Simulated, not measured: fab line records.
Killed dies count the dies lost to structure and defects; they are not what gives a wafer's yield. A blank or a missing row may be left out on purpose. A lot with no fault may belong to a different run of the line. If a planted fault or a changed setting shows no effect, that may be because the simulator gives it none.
Matching of chambers | flow sky130 | 4 sister chambers for SKY_METAL4_ETCH_17 on rieDiel-03
The step etches SiO2 in C4F8/O2/Ar, stops on TiN, time 3.9 s, target depth 15 nm. 7 wafers are shown with their chamber, then 7 later ones without.

WAFERS PAIRED WITH THEIR CHAMBERS
wafer  | chamber | oesProductAu (a.u.) | chamberPressureMTorr (mTorr)
L080.1 | 0       | 0.744               | 39.94
L080.2 | 2       | 0.758               | 40.02
L082.1 | 0       | 0.752               | 40.04
L082.2 | 1       | 0.749               | 40.02
L082.4 | 3       | 0.763               | 39.99
L089.3 | 1       | 0.747               | 40.00
L089.5 | 2       | 0.759               | 39.97

WAFERS WITHOUT THEIR CHAMBER
wafer  | oesProductAu (a.u.) | chamberPressureMTorr (mTorr)
L089.6 | 0.757               | 40.00
L091.1 | 0.750               | 40.02
L091.3 | 0.751               | 39.99
L091.6 | 0.757               | 40.02
L094.1 | 0.741               | 39.95
L094.3 | 0.746               | 39.95
L094.6 | 0.755               | 40.00

WHICH CHAMBER EACH WENT THROUGH
wafer  | from the rows above               | in truth
L089.6 | can't be placed: 2 or 3           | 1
L091.1 | can't be placed: 1 or 0 or 2      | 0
L091.3 | can't be placed: 0 or 1 or 2      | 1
L091.6 | can't be placed: 2 or 3 or 1      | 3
L094.1 | can't be placed: 0 or 1           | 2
L094.3 | can't be placed: 0 or 1           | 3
L094.6 | can't be placed: 2 or 0 or 1 or 3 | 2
0 of 7 placed correctly. Can't be placed from these rows: 7 (the true chamber is among the candidates in 4). Wrongly placed: 0.
How it was worked out, from the rows above alone: a wafer's distance from a chamber is the root of the sum, over the readings, of the square of ((its reading less the chamber's mean) divided by the reading's scatter). If the next closest chamber is less than 2 further off than the closest, the wafer can't be placed; otherwise it belongs to the closest. The mean given for a chamber averages the wafers shown for that chamber. The scatter: take each reading less its chamber's mean, square it, sum over the shown wafers, divide by the number of wafers less the number of chambers, and take the root.
